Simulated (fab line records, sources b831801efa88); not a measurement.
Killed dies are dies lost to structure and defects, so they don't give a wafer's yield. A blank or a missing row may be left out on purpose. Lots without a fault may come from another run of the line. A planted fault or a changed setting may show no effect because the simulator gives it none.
fab line records | flow gf180mcu
record lots=5 wafers=15 last_day=33
route steps=602 shown M4@465 V4@476
lots that met no fault: from a run of the same line without faults
start_h: hours from the record's first day to the start of the lot's first wafer shown | wait_h: hours since the lot's step before | " the same as in the row above | L1.1+2: a row that stands for several wafers | - no value, or no start given | * or withheld: withheld | < > ~ a bound
route shown NAME@n: a module of which the file shows steps, and the number in the route of the first | usual: mean/standard deviation of fault-free wafers | same: alike in all rows | chamber/n: place in a boat | sites: the reading at each site | _std_site: their standard deviation | _edge_site: outer sites' mean less inner sites' | radius_mm: how far each site lies from the wafer's centre | mask NAME#n: copy n | behind: the tool/chamber that last shaped the wafer | hold: why the lot was held/for how many hours/how that ended | device: the transistor (n, p or np) that didn't switch | end of line: the same wafers' tests at the end of the route | a step without rows: its recipe alone | killed: dies lost to structure and defects at the first sort, not the wafer's yield | map: a wafer's dies, x killed, . not, _ none there
set.NAME: the setting as run; set.NAME@STEP: as run at that earlier step | model.NAME: the simulator's own value behind a step, which no gauge read
lots at some steps of the route; a table a step, a row a wafer
services: from which hour (start_h, from the record's first day; less than 0 if before it) a tool's chamber was out of use, for how many hours, and why
## steps
# step GF_M4_COAT_09
# recipe resist=KrF spin_rpm=withheld resist_thk_nm=1000
# columns lot.wafer tool chamber start_h wait_h
L082.3+4+6 litho_track-04 0 596.55 0.1
L083.1+2+3 litho_track-03 0 600.78 0.1
L085.2+4+6 litho_track-03 0 617.46 0.1
L088.2+3+5 litho_track-03 0 642.66 0.1
L094.3+4+6 litho_track-03 0 680.33 0.1
# step GF_M4_SOFTBAKE_10
# recipe temp_c=130 time_s=60 resist=KrF
# usual plate_temp_C=130.01/0.13
# columns lot.wafer tool chamber start_h wait_h plate_temp_C
L082.3 litho_track-04 0 596.70 0.1 130.11
L082.4 " 0 " " 129.75
L082.6 " 0 " " 129.85
L083.1 litho_track-03 0 600.93 0.1 130.10
L083.2 " 0 " " 130.05
L083.3 " 0 " " 129.89
L085.2 litho_track-03 0 617.61 0.1 129.81
L085.4 " 0 " " 129.91
L085.6 " 0 " " 129.96
L088.2 litho_track-03 0 642.81 0.1 130.14
L088.3 " 0 " " 129.82
L088.5 " 0 " " 130.09
L094.3 litho_track-03 0 680.48 0.1 130.00
L094.4 " 0 " " 130.22
L094.6 " 0 " " 129.93
# step GF_M4_EXPOSE_11
# recipe mask_id=Metal4 target_cd_nm=280 na=0.68 source_shape=conventional sigma_outer=0.6 dose_mj=28
# columns lot.wafer tool chamber start_h wait_h mask
L082.3+4+6 krf_scanner-01 0 - - Metal4#0
L083.1+2+3 krf_scanner-02 0 - - Metal4#0
L085.2+4+6 krf_scanner-02 0 - - Metal4#0
L088.2+3+5 krf_scanner-02 0 - - Metal4#0
L094.3+4+6 krf_scanner-02 0 - - Metal4#0
# step GF_M4_PEB_12
# recipe peb_temp_c=135 peb_time_s=90 resist=KrF
# usual plate_temp_C=134.99/0.11
# columns lot.wafer tool chamber start_h wait_h plate_temp_C
L082.3 litho_track-04 0 - - 134.79
L082.4 " 0 " " 134.96
L082.6 " 0 " " 134.97
L083.1 litho_track-02 0 - - 135.09
L083.2 " 0 " " 134.90
L083.3 " 0 " " 134.89
L085.2 litho_track-04 0 - - 134.91
L085.4 " 0 " " 135.01
L085.6 " 0 " " 135.02
L088.2 litho_track-03 0 - - 134.84
L088.3 " 0 " " 135.00
L088.5 " 0 " " 134.91
L094.3 litho_track-04 0 - - 135.09
L094.4 " 0 " " 134.93
L094.6 " 0 " " 134.88
# step GF_M4_DEVELOP_13
# recipe develop_time_s=60 dev_temp_c=21
# usual developer_temp_C=21.00/0.091
# columns lot.wafer tool chamber start_h wait_h developer_temp_C
L082.3 litho_track-04 0 607.10 0.1 21.00
L082.4 " 0 " " 21.07
L082.6 " 0 " " 21.05
L083.1 litho_track-02 0 610.88 0.2 21.00
L083.2 " 0 " " 21.12
L083.3 " 0 " " 21.05
L085.2 litho_track-04 0 627.63 0.2 21.09
L085.4 " 0 " " 20.99
L085.6 " 0 " " 21.06
L088.2 litho_track-03 0 652.01 0.2 21.01
L088.3 " 0 " " 20.88
L088.5 " 0 " " 21.01
L094.3 litho_track-04 0 690.15 0.1 20.97
L094.4 " 0 " " 21.16
L094.6 " 0 " " 21.07
# step GF_M4_CD_MEAS_14
# recipe target_cd_nm=280
# usual cd_nm=280.0/1.2
# columns lot.wafer tool chamber start_h wait_h cd_nm
L082.3 cd_sem-01 - 607.24 0.1 278.8
L082.4 " - " " 280.1
L082.6 " - " " 278.5
L083.1 cd_sem-01 - 611.03 0.1 279.2
L083.2 " - " " 281.0
L083.3 " - " " 281.2
L085.2 cd_sem-01 - 627.77 0.1 279.2
L085.4 " - " " 278.3
L085.6 " - " " 278.2
L088.2 cd_sem-01 - 652.15 0.1 278.6
L088.3 " - " " 279.2
L088.5 " - " " 278.8
L094.3 cd_sem-02 - 690.29 0.1 278.4
L094.4 " - " " 277.3
L094.6 " - " " 278.5
# step GF_M4_OVL_MEAS_15
# usual M4_OVL=-1/6.5
# columns lot.wafer tool chamber start_h wait_h M4_OVL[nm]
L082.3 overlay-01 - 607.33 0.1 -5
L082.4 " - " " -8
L082.6 " - " " -8
L083.1 overlay-01 - 611.15 0.1 4
L083.2 " - " " -1
L083.3 " - " " 3
L085.2 overlay-01 - 627.88 0.1 12
L085.4 " - " " -1
L085.6 " - " " 1
L088.2 overlay-01 - 652.26 0.1 -8
L088.3 " - " " -10
L088.5 " - " " -9
L094.3 overlay-02 - 690.38 0.1 3
L094.4 " - " " -2
L094.6 " - " " 4
# step GF_M4_METAL_ETCH_16
# recipe chemistry=Cl2/BCl3 mask_material=KrF target_depth_nm=750.8 stop_on=SiO2 pressure_mtorr=8 icp_w=800 bias_w=140 Cl2_flow_sccm=80 bcl3_flow_sccm=40 time_s=125.1
# usual bcl3_flow_sccm=39.99/0.11 drypump_motor_current_A=6.1/0.39 oes_product_au=0.991/0.0059 throttle_valve_pct=28.228/0.009
# columns lot.wafer tool chamber start_h wait_h bcl3_flow_sccm drypump_motor_current_A oes_product_au rf_hours_counter_h throttle_valve_pct
L082.3 rie_metal-04 1 607.40 0.1 39.96 6.0 0.998 - 28.210
L082.4 " 0 " " 40.07 5.5 0.982 - 28.239
L082.6 " 0 " " 40.15 5.5 0.987 - 28.221
L083.1 rie_metal-01 1 611.18 0.0 39.83 6.5 0.990 1 28.219
L083.2 " 0 " " 39.93 6.0 0.987 15 28.222
L083.3 " 0 " " 40.07 6.0 0.991 - 28.247
L085.2 rie_metal-04 0 627.91 0.0 39.77 5.5 0.983 9 28.223
L085.4 " 0 " " 39.86 5.5 0.985 - 28.239
L085.6 " 1 " " 40.09 6.0 0.997 - 28.225
L088.2 rie_metal-01 1 652.33 0.1 39.83 6.4 0.993 - 28.227
L088.3 " 1 " " 39.83 6.5 0.988 - 28.225
L088.5 " 1 " " 39.80 6.5 1.000 - 28.216
L094.3 rie_metal-01 1 690.45 0.1 39.89 6.4 0.993 - 28.228
L094.4 " 0 " " 39.91 6.0 0.980 - 28.241
L094.6 " 1 " " 40.07 6.4 0.998 - 28.216
# step GF_M4_STRIP_17
# recipe chemistry=O2/N2 power_w=1400 pressure_mtorr=1500 platen_temp_c=250 o2_flow_sccm=3000 n2_flow_sccm=300 overash_fraction=0.5
# usual drypump_motor_current_A=5.8/0.38 heater_power_w=338/35 o2_flow_sccm=3000/9 oes_product_au=0.537/0.0046 strip_time_to_endpoint_s=7.39/0.045
# columns lot.wafer tool chamber start_h wait_h drypump_motor_current_A heater_power_w o2_flow_sccm oes_product_au rf_hours_counter_h strip_time_to_endpoint_s
L082.3 plasma_asher-02 0 607.52 0.1 5.7 320 2998 0.530 - 7.33
L082.4 " 1 " " 5.5 378 3011 0.539 - 7.47
L082.6 " 0 " " 5.7 320 2986 0.543 - 7.41
L083.1 plasma_asher-01 1 611.35 0.1 5.8 309 3005 0.536 19 7.35
L083.2 " 0 " " 6.5 373 3006 0.542 19 7.42
L083.3 " 0 " " 6.5 358 3003 0.541 - 7.41
L085.2 plasma_asher-02 0 628.04 0.1 5.7 324 3008 0.546 87 7.48
L085.4 " 1 " " 5.4 388 2992 0.540 - 7.47
L085.6 " 0 " " 5.7 321 3003 0.536 - 7.40
L088.2 plasma_asher-04 0 652.55 0.2 5.2 329 2998 0.533 107 7.37
L088.3 " 1 " " 5.8 268 3009 0.538 - 7.35
L088.5 " 1 " " 5.8 278 3000 0.535 - 7.34
L094.3 plasma_asher-04 0 690.57 0.1 5.2 320 2994 0.541 - 7.34
L094.4 " 1 " " 5.8 284 3009 0.529 - 7.38
L094.6 " 1 " " 5.8 277 2999 0.543 - 7.36
# step GF_M4_STRIP_18
# recipe chemistry=post_etch_residue_remover time_s=1200 temp_c=72.5
# usual bath_heat_duty_pct=14.6/1.6 temp_c=72.50/0.12
# columns lot.wafer tool chamber start_h wait_h bath_heat_duty_pct temp_c
L082.3 wet_bench-04 1 607.59 0.0 15.3 72.47
L082.4 " 1 " " 14.0 72.35
L082.6 " 1 " " 15.0 72.43
L083.1 wet_bench-04 3 611.45 0.1 13.4 72.44
L083.2 " 3 " " 14.0 72.62
L083.3 " 3 " " 15.4 72.37
L085.2 wet_bench-01 0 628.14 0.1 13.7 72.38
L085.4 " 0 " " 14.6 72.49
L085.6 " 0 " " 14.4 72.50
L088.2 wet_bench-04 2 652.65 0.1 14.0 72.61
L088.3 " 2 " " 13.4 72.45
L088.5 " 2 " " 12.7 72.50
L094.3 wet_bench-02 0 690.64 0.0 15.8 72.26
L094.4 " 0 " " 16.1 72.47
L094.6 " 0 " " 14.9 72.45
# step GF_M4_CLEAN_19
# recipe chemistry=DIW dry=n2_spin
# columns lot.wafer tool chamber start_h wait_h
L082.3+4+6 wet_bench-02 3 607.93 0.0
L083.1+2+3 wet_bench-04 0 611.80 0.0
L085.2+4+6 wet_bench-04 1 628.48 0.0
L088.2+3+5 wet_bench-04 3 652.99 0.0
L094.3+4+6 wet_bench-01 3 690.98 0.0
# step GF_V4_CVD_00
# recipe material=SiO2 target_thk_nm=600 sigma_open_frac=0.3 temp_c=400 time_s=100 sih4_flow_sccm=60 pressure_mtorr=6
# columns lot.wafer tool chamber start_h wait_h
L082.3+4+6 hdpcvd-02 1,1,0 608.02 0.0
L083.1+2+3 hdpcvd-01 2,1,0 611.89 0.0
L085.2+4+6 hdpcvd-01 0,0,1 628.57 0.0
L088.2+3+5 hdpcvd-02 2,0,2 653.08 0.0
L094.3+4+6 hdpcvd-02 2,0,2 691.07 0.0
# step GF_V4_THK_MEAS_01
# recipe reads=SiO2_of_V4_CVD_00
# usual V4_CVD_00_THK=599/6.2
# columns lot.wafer tool chamber start_h wait_h V4_CVD_00_THK[nm]
L082.3 film_metro-04 - 608.11 0.1 603
L082.4 " - " " 606
L082.6 " - " " 603
L083.1 film_metro-04 - 611.96 0.0 587
L083.2 " - " " 594
L083.3 " - " " 592
L085.2 film_metro-03 - 628.65 0.0 604
L085.4 " - " " 602
L085.6 " - " " 603
L088.2 film_metro-02 - 653.17 0.1 604
L088.3 " - " " 598
L088.5 " - " " 599
L094.3 film_metro-04 - 691.16 0.1 597
L094.4 " - " " 594
L094.6 " - " " 590
# step GF_V4_CVD_02
# recipe material=SiO2 target_thk_nm=850 precursor=TEOS temp_c=400 time_s=94.851 rf_w=600
# usual heater_power_w=612/99
# columns lot.wafer tool chamber start_h wait_h heater_power_w
L082.3 pecvd-01 0 608.19 0.1 617
L082.4 " 2 " " 694
L082.6 " 0 " " 647
L083.1 pecvd-03 2 612.02 0.1 444
L083.2 " 0 " " 556
L083.3 " 1 " " 549
L085.2 pecvd-04 2 628.70 0.0 631
L085.4 " 0 " " 662
L085.6 " 1 " " 638
L088.2 pecvd-04 2 653.22 0.0 642
L088.3 " 0 " " 736
L088.5 " 2 " " 517
L094.3 pecvd-04 1 691.24 0.1 627
L094.4 " 2 " " 622
L094.6 " 2 " " 637
# step GF_V4_THK_MEAS_03
# recipe reads=SiO2_of_V4_CVD_02
# usual V4_CVD_02_THK=850/11
# columns lot.wafer tool chamber start_h wait_h V4_CVD_02_THK[nm]
L082.3 film_metro-02 - 608.28 0.1 849
L082.4 " - " " 851
L082.6 " - " " 853
L083.1 film_metro-03 - 612.09 0.0 833
L083.2 " - " " 848
L083.3 " - " " 838
L085.2 film_metro-04 - 628.81 0.1 852
L085.4 " - " " 865
L085.6 " - " " 863
L088.2 film_metro-03 - 653.30 0.0 853
L088.3 " - " " 859
L088.5 " - " " 861
L094.3 film_metro-03 - 691.32 0.1 859
L094.4 " - " " 859
L094.6 " - " " 865
# step GF_V4_CMP_04
# recipe material=SiO2 down_force_psi=4 platen_rpm=60 pad_velocity_m_s=0.94248
# usual head_pressure_psi=3.999/0.008 motor_current_A=11.7/1.2 slurry_filter_dp_kPa=13.52/0.13 time_to_endpoint_s=81/5.7
# columns lot.wafer tool chamber start_h wait_h head_pressure_psi motor_current_A slurry_filter_dp_kPa time_to_endpoint_s
L082.3 cmp-02 0 608.37 0.1 3.992 12.0 13.56 80
L082.4 " 2 " " 3.992 14.6 13.58 80
L082.6 " 3 " " 3.988 11.7 13.78 81
L083.1 cmp-02 1 612.23 0.1 4.012 12.3 13.57 72
L083.2 " 2 " " 3.993 14.5 13.41 77
L083.3 " 3 " " 3.999 13.2 13.29 75
L085.2 cmp-01 0 628.87 0.1 3.989 11.4 13.34 88
L085.4 " 2 " " 3.994 10.5 13.47 89
L085.6 " 1 " " 3.987 11.5 13.46 89
L088.3 cmp-01 2 653.51 0.2 3.986 11.7 13.57 89
L088.2 " 3 " " 4.001 9.8 13.40 82
L088.5 " 2 " " 3.994 10.8 13.68 95
L094.3 cmp-01 3 691.41 0.1 4.011 10.4 13.48 75
L094.4 " 0 " " 4.005 10.3 13.55 86
L094.6 " 3 " " 4.002 10.0 13.52 80
# step GF_V4_BOW_MEAS_05
# recipe mode=bow
# usual V4_BOW=135/8.6
# columns lot.wafer tool chamber start_h wait_h V4_BOW[um]
L082.3 film_metro-02 - 608.66 0.2 114
L082.4 " - " " 129
L082.6 " - " " 136
L083.1 film_metro-04 - 612.48 0.2 134
L083.2 " - " " 127
L083.3 " - " " 135
L085.2 film_metro-04 - 629.24 0.3 129
L085.4 " - " " 143
L085.6 " - " " 133
L088.2 film_metro-03 - 653.78 0.2 140
L088.3 " - " " 135
L088.5 " - " " 151
L094.3 film_metro-04 - 691.70 0.2 136
L094.4 " - " " 136
L094.6 " - " " 138
# step GF_V4_DEHYDRATE_06
# recipe temp_c=200 time_s=60
# usual plate_temp_C=199.98/0.15
# columns lot.wafer tool chamber start_h wait_h plate_temp_C
L082.3 litho_track-02 0 618.88 10.2 200.09
L082.4 " 0 " " 200.11
L082.6 " 0 " " 200.16
L083.1 litho_track-03 0 622.28 9.8 200.06
L083.2 " 0 " " 200.15
L083.3 " 0 " " 200.26
L085.2 litho_track-02 0 639.00 9.7 200.10
L085.4 " 0 " " 200.06
L085.6 " 0 " " 199.87
L088.2 litho_track-01 0 662.72 8.9 200.19
L088.3 " 0 " " 200.16
L088.5 " 0 " " 200.31
L094.3 litho_track-01 0 700.30 8.6 199.91
L094.4 " 0 " " 200.12
L094.6 " 0 " " 200.09
# step GF_V4_HMDS_07
# recipe prime_time_s=60 prime_temp_c=120
# columns lot.wafer tool chamber start_h wait_h
L082.3+4+6 litho_track-02 0 619.03 0.1
L083.1+2+3 litho_track-03 0 622.43 0.1
L085.2+4+6 litho_track-02 0 639.15 0.1
L088.2+3+5 litho_track-01 0 662.87 0.1
L094.3+4+6 litho_track-01 0 700.45 0.1
# step GF_V4_COAT_08
# recipe resist=BARC temp_c=withheld time_s=withheld spin_rpm=withheld resist_thk_nm=withheld
# columns lot.wafer tool chamber start_h wait_h
L082.3+4+6 litho_track-02 0 619.18 0.1
L083.1+2+3 litho_track-03 0 622.58 0.1
L085.2+4+6 litho_track-02 0 639.30 0.1
L088.2+3+5 litho_track-01 0 663.02 0.1
L094.3+4+6 litho_track-01 0 700.60 0.1
# step GF_V4_COAT_09
# recipe resist=KrF spin_rpm=withheld resist_thk_nm=1000
# columns lot.wafer tool chamber start_h wait_h
L082.3+4+6 litho_track-02 0 - -
L083.1+2+3 litho_track-03 0 - -
L085.2+4+6 litho_track-02 0 - -
L088.2+3+5 litho_track-01 0 - -
L094.3+4+6 litho_track-01 0 - -
# step GF_V4_SOFTBAKE_10
# recipe temp_c=130 time_s=60 resist=KrF
# usual plate_temp_C=129.99/0.12
# columns lot.wafer tool chamber start_h wait_h plate_temp_C
L082.3 litho_track-02 0 - - 129.90
L082.4 " 0 " " 129.94
L082.6 " 0 " " 129.77
L083.1 litho_track-03 0 - - 129.94
L083.2 " 0 " " 129.88
L083.3 " 0 " " 130.15
L085.2 litho_track-02 0 - - 130.20
L085.4 " 0 " " 129.90
L085.6 " 0 " " 130.05
L088.2 litho_track-01 0 - - 130.10
L088.3 " 0 " " 130.11
L088.5 " 0 " " 130.09
L094.3 litho_track-01 0 - - 130.00
L094.4 " 0 " " 130.05
L094.6 " 0 " " 129.95
# step GF_V4_EXPOSE_11
# recipe mask_id=Via4 target_cd_nm=260 na=0.68 source_shape=conventional sigma_outer=0.6 dose_mj=38
# columns lot.wafer tool chamber start_h wait_h mask
L082.3+4+6 krf_scanner-01 0 - - Via4#0
L083.1+2+3 krf_scanner-01 0 - - Via4#0
L085.2+4+6 krf_scanner-01 0 - - Via4#0
L088.2+3+5 krf_scanner-01 0 - - Via4#0
L094.3+4+6 krf_scanner-02 0 - - Via4#0
# step GF_V4_PEB_12
# recipe peb_temp_c=135 peb_time_s=90 resist=KrF
# usual plate_temp_C=135.02/0.15
# columns lot.wafer tool chamber start_h wait_h plate_temp_C
L082.3 litho_track-03 0 - - 135.08
L082.4 " 0 " " 134.98
L082.6 " 0 " " 135.10
L083.1 litho_track-02 0 - - 134.93
L083.2 " 0 " " 135.01
L083.3 " 0 " " 134.80
L085.2 litho_track-01 0 - - 134.95
L085.4 " 0 " " 135.01
L085.6 " 0 " " 135.00
L088.2 litho_track-03 0 - - 135.05
L088.3 " 0 " " 135.06
L088.5 " 0 " " 135.12
L094.3 litho_track-03 0 - - 134.91
L094.4 " 0 " " 134.75
L094.6 " 0 " " 134.96
# step GF_V4_DEVELOP_13
# recipe develop_time_s=60 resist=KrF dev_temp_c=21
# usual developer_temp_C=21.03/0.1
# columns lot.wafer tool chamber start_h wait_h developer_temp_C
L082.3 litho_track-03 0 629.33 0.1 21.01
L082.4 " 0 " " 21.02
L082.6 " 0 " " 20.96
L083.1 litho_track-02 0 632.33 0.2 21.02
L083.2 " 0 " " 21.06
L083.3 " 0 " " 21.04
L085.2 litho_track-01 0 649.97 0.2 21.07
L085.4 " 0 " " 21.01
L085.6 " 0 " " 21.18
L088.2 litho_track-03 0 672.61 0.2 21.26
L088.3 " 0 " " 21.00
L088.5 " 0 " " 20.93
L094.3 litho_track-03 0 710.03 0.1 20.89
L094.4 " 0 " " 21.02
L094.6 " 0 " " 21.00
# step GF_V4_CD_MEAS_14
# recipe target_cd_nm=260
# usual cd_nm=259.9/1.1
# columns lot.wafer tool chamber start_h wait_h cd_nm
L082.3 cd_sem-02 - 629.47 0.1 259.6
L082.4 " - " " 259.8
L082.6 " - " " 260.2
L083.1 cd_sem-01 - 632.48 0.1 261.5
L083.2 " - " " 259.5
L083.3 " - " " 260.6
L085.2 cd_sem-01 - 650.12 0.1 259.4
L085.4 " - " " 258.9
L085.6 " - " " 258.7
L088.2 cd_sem-02 - 672.75 0.1 258.1
L088.3 " - " " 257.4
L088.5 " - " " 257.7
L094.3 cd_sem-02 - 710.17 0.1 258.3
L094.4 " - " " 258.9
L094.6 " - " " 259.5
# step GF_V4_OVL_MEAS_15
# usual V4_OVL=0/5.7
# columns lot.wafer tool chamber start_h wait_h V4_OVL[nm]
L082.3 overlay-01 - 629.56 0.1 -1
L082.4 " - " " -4
L082.6 " - " " 0
L083.1 overlay-01 - 632.60 0.1 -11
L083.2 " - " " -10
L083.3 " - " " -9
L085.2 overlay-01 - 650.22 0.1 9
L085.4 " - " " 5
L085.6 " - " " 7
L088.2 overlay-02 - 672.89 0.1 -6
L088.3 " - " " -3
L088.5 " - " " -3
L094.3 overlay-01 - 710.26 0.1 8
L094.4 " - " " 2
L094.6 " - " " 4
# step GF_V4_ETCH_16
# recipe chemistry=N2/H2 target_depth_a=withheld overetch_a=withheld time_s=withheld target=BARC ion_energy_ev=200 source_w=500 bias_w=100 pressure_mtorr=30 n2_flow_sccm=100 h2_flow_sccm=200
# usual drypump_motor_current_A=5.34/0.27 h2_flow_sccm=200.0/0.67 oes_product_au=0.854/0.0047 throttle_valve_pct=13.225/0.0094
# columns lot.wafer tool chamber start_h wait_h drypump_motor_current_A h2_flow_sccm oes_product_au throttle_valve_pct
L082.3 rie_diel-02 3 629.59 0.0 5.12 200.4 0.852 13.225
L082.4 " 1 " " 5.63 199.8 0.844 13.227
L082.6 " 1 " " 5.67 199.8 0.842 13.232
L083.1 rie_diel-04 3 632.63 0.0 5.61 200.5 0.853 13.238
L083.2 " 0 " " 4.93 200.5 0.863 13.216
L083.3 " 1 " " 5.68 201.2 0.849 13.238
L085.2 rie_diel-02 0 650.25 0.0 5.14 199.3 0.852 13.213
L085.4 " 1 " " 5.61 201.6 0.854 13.235
L085.6 " 2 " " 5.31 199.9 0.844 13.227
L088.2 rie_diel-02 1 672.92 0.0 5.64 200.8 0.855 13.238
L088.3 " 0 " " 5.15 199.8 0.848 13.205
L088.5 " 0 " " 5.14 199.7 0.856 13.224
L094.3 rie_diel-04 2 710.29 0.0 5.56 200.1 0.852 13.203
L094.4 " 0 " " 4.90 199.7 0.846 13.211
L094.6 " 3 " " 5.62 199.5 0.846 13.247
# step GF_V4_ETCH_17
# recipe chemistry=C4F8/O2/Ar mask_material=KrF target=SiO2 stop_on=TiN source_w=1500 bias_w=1200 pressure_mtorr=40 c4f8_flow_sccm=withheld O2_flow_sccm=6 Ar_flow_sccm=300 time_s=withheld target_depth_a=6300
# usual oes_product_au=0.856/0.0045
# columns lot.wafer tool chamber start_h wait_h oes_product_au
L082.3 rie_diel-02 3 - - 0.856
L082.4 " 1 " " 0.851
L082.6 " 1 " " 0.867
L083.1 rie_diel-04 3 - - 0.855
L083.2 " 0 " " 0.854
L083.3 " 1 " " 0.852
L085.2 rie_diel-02 0 - - 0.865
L085.4 " 1 " " 0.851
L085.6 " 2 " " 0.855
L088.2 rie_diel-02 1 - - 0.867
L088.3 " 0 " " 0.863
L088.5 " 0 " " 0.860
L094.3 rie_diel-04 2 - - 0.855
L094.4 " 0 " " 0.856
L094.6 " 3 " " 0.848
# step GF_V4_STRIP_18
# recipe chemistry=O2/N2 power_w=1400 pressure_mtorr=1500 platen_temp_c=250 o2_flow_sccm=3000 n2_flow_sccm=300 overash_fraction=0.5
# usual drypump_motor_current_A=5.8/0.38 heater_power_w=324/26 o2_flow_sccm=2998/7.9 oes_product_au=0.593/0.0053
# columns lot.wafer tool chamber start_h wait_h drypump_motor_current_A heater_power_w o2_flow_sccm oes_product_au rf_hours_counter_h
L082.3 plasma_asher-03 0 629.75 - 5.8 324 2996 0.593 -
L082.4 " 1 " " 5.6 343 3013 0.597 -
L082.6 " 1 " " 5.6 346 3006 0.597 -
L083.1 plasma_asher-03 1 632.76 - 5.5 349 2998 0.584 53
L083.2 " 0 " " 5.8 315 3002 0.596 53
L083.3 " 1 " " 5.6 353 3000 0.592 -
L085.2 plasma_asher-01 0 650.38 - 6.6 364 2985 0.592 23
L085.4 " 0 " " 6.5 366 2997 0.596 -
L085.6 " 0 " " 6.6 360 3000 0.592 -
L088.2 plasma_asher-03 0 673.05 - 5.8 328 2996 0.579 57
L088.3 " 1 " " 5.6 345 3001 0.592 -
L088.5 " 1 " " 5.6 348 2986 0.592 -
L094.3 plasma_asher-04 0 710.45 - 5.2 332 3002 0.597 -
L094.4 " 1 " " 5.8 275 2993 0.597 -
L094.6 " 0 " " 5.2 329 3006 0.593 -
# step GF_V4_STRIP_19
# recipe chemistry=post_etch_residue_remover time_s=1200 temp_c=72.5
# usual bath_heat_duty_pct=14.5/1.4 temp_c=72.50/0.11
# columns lot.wafer tool chamber start_h wait_h bath_heat_duty_pct temp_c
L082.3 wet_bench-02 3 629.82 0.0 13.2 72.68
L082.4 " 3 " " 13.3 72.51
L082.6 " 3 " " 13.9 72.49
L083.1 wet_bench-02 0 632.86 0.1 16.6 72.51
L083.2 " 0 " " 15.8 72.58
L083.3 " 0 " " 13.9 72.47
L085.2 wet_bench-03 0 650.48 0.1 15.5 72.64
L085.4 " 0 " " 14.2 72.59
L085.6 " 0 " " 13.9 72.61
L088.2 wet_bench-02 2 673.15 0.1 14.7 72.57
L088.3 " 2 " " 16.2 72.62
L088.5 " 2 " " 15.8 72.32
L094.3 wet_bench-02 2 710.52 0.0 15.6 72.69
L094.4 " 2 " " 15.5 72.76
L094.6 " 2 " " 15.6 72.48
# step GF_V4_CLEAN_20
# recipe chemistry=DIW dry=n2_spin
# columns lot.wafer tool chamber start_h wait_h
L082.3+4+6 wet_bench-03 3 630.19 0.0
L083.1+2+3 wet_bench-02 1 633.20 0.0
L085.2+4+6 wet_bench-02 0 650.82 0.0
L088.2+3+5 wet_bench-02 0 673.57 0.1
L094.3+4+6 wet_bench-03 0 710.86 0.0
# step GF_V4_SPUTTER_21
# recipe material=Ti target_thk_nm=15 chamber_pressure_pa=5 power_w=2500 substrate_temp_c=200 time_s=80.02
# usual cathode_dc_power_W=2500.0/0.43 throttle_valve_pct=30.4/0.99
# columns lot.wafer tool chamber start_h wait_h cathode_dc_power_W throttle_valve_pct
L082.3 pvd_sputter-04 - 630.30 0.0 2499.7 29.2
L082.4 " - " " 2500.1 31.4
L082.6 " - " " 2499.8 31.2
L083.1 pvd_sputter-03 - 633.29 0.0 2500.5 30.5
L083.2 " - " " 2499.8 29.7
L083.3 " - " " 2500.9 31.1
L085.2 pvd_sputter-01 - 650.91 0.0 2500.1 28.2
L085.4 " - " " 2499.5 29.3
L085.6 " - " " 2500.1 28.1
L088.2 pvd_sputter-03 - 673.67 0.0 2499.5 30.6
L088.3 " - " " 2499.7 31.4
L088.5 " - " " 2499.9 29.6
L094.3 pvd_sputter-01 - 710.95 0.0 2500.7 31.7
L094.4 " - " " 2499.6 31.4
L094.6 " - " " 2500.7 31.7
# step GF_V4_SPUTTER_22
# recipe material=TiN target_thk_nm=10 chamber_pressure_pa=5 power_w=4000 time_s=40
# usual cathode_dc_power_W=4000.0/0.71 throttle_valve_pct=30.5/0.98
# columns lot.wafer tool chamber start_h wait_h cathode_dc_power_W throttle_valve_pct
L082.3 pvd_sputter-04 - 630.36 0.0 3998.7 29.0
L082.4 " - " " 3999.3 30.9
L082.6 " - " " 4001.2 31.4
L083.1 pvd_sputter-03 - 633.35 0.0 4000.3 30.5
L083.2 " - " " 4000.6 29.6
L083.3 " - " " 3999.1 30.8
L085.2 pvd_sputter-01 - 650.97 0.0 3998.8 28.2
L085.4 " - " " 3998.6 29.5
L085.6 " - " " 3999.5 28.1
L088.2 pvd_sputter-03 - 673.73 0.0 4000.0 30.3
L088.3 " - " " 4000.7 31.5
L088.5 " - " " 4000.2 30.0
L094.3 pvd_sputter-01 - 711.01 0.0 3999.2 31.4
L094.4 " - " " 4000.4 31.4
L094.6 " - " " 3999.4 31.3
# step GF_V4_CVD_23
# recipe material=W target_thk_nm=350 time_s=104.9 temp_c=400 pressure_torr=40
# usual chamber_pressure_Torr=40.00/0.091 heater_power_w=814/41
# columns lot.wafer tool chamber start_h wait_h chamber_pressure_Torr heater_power_w
L082.3 cvd_w-01 0 630.44 0.1 39.81 826
L082.4 " 1 " " 40.07 835
L082.6 " 0 " " 39.96 817
L083.1 cvd_w-01 1 633.39 0.0 39.96 853
L083.2 " 0 " " 40.09 809
L083.3 " 0 " " 39.90 792
L085.2 cvd_w-01 1 651.01 0.0 40.00 835
L085.4 " 1 " " 40.01 852
L085.6 " 0 " " 40.03 820
L088.2 cvd_w-02 0 673.77 0.0 39.93 849
L088.3 " 0 " " 40.08 855
L088.5 " 0 " " 40.08 866
L094.3 cvd_w-02 1 711.09 0.1 39.99 759
L094.4 " 0 " " 39.93 861
L094.6 " 1 " " 39.97 757
# step GF_V4_RS_MEAS_24
# recipe thk_meas_gauge=four-point-probe reads=W_of_V4_CVD_23+TiN_of_V4_SPUTTER_22+Ti_of_V4_SPUTTER_21
# usual V4_W_RS=0.3270/0.0026
# columns lot.wafer tool chamber start_h wait_h V4_W_RS[ohm/sq]
L082.3 film_metro-03 - 630.55 0.1 0.3307
L082.4 " - " " 0.3228
L082.6 " - " " 0.3284
L083.1 film_metro-03 - 633.51 0.1 0.3290
L083.2 " - " " 0.3272
L083.3 " - " " 0.3269
L085.2 film_metro-04 - 651.15 0.1 0.3260
L085.4 " - " " 0.3265
L085.6 " - " " 0.3298
L088.2 film_metro-02 - 673.91 0.1 0.3259
L088.3 " - " " 0.3270
L088.5 " - " " 0.3268
L094.3 film_metro-03 - 711.20 0.1 0.3295
L094.4 " - " " 0.3231
L094.6 " - " " 0.3270
## services
# columns tool chamber start_h hours kind
cmp-01 - 590.80 0.4 repair
pecvd-04 - 593.53 2.1 repair
rie_diel-02 1 593.78 15.1 repair
krf_scanner-01 - 594.04 1.3 repair
cvd_w-01 - 596.78 2.8 pm
cmp-01 - 606.97 16.2 pm
cvd_w-01 1 619.87 9.1 repair
krf_scanner-01 - 628.00 1.2 repair
krf_scanner-02 - 637.16 1.0 pm
plasma_asher-03 - 640.98 6.1 repair
pecvd-04 1 642.24 10.6 repair
krf_scanner-01 - 660.34 0.8 pm
cvd_w-01 0 662.37 11.2 repair
rie_metal-01 - 663.27 0.8 repair
rie_diel-04 2 663.74 4.6 repair
krf_scanner-02 - 666.06 1.3 pm
cvd_w-01 - 668.79 6.9 pm
krf_scanner-01 - 672.37 1.0 pm
pvd_sputter-01 - 689.69 1.0 repair
pecvd-04 0 690.07 2.8 repair
krf_scanner-02 - 701.11 0.8 pm
plasma_asher-04 - 708.80 1.3 repair
pecvd-04 - 709.33 2.8 pm
cmp-01 - 709.52 3.2 repair
## key
fault none
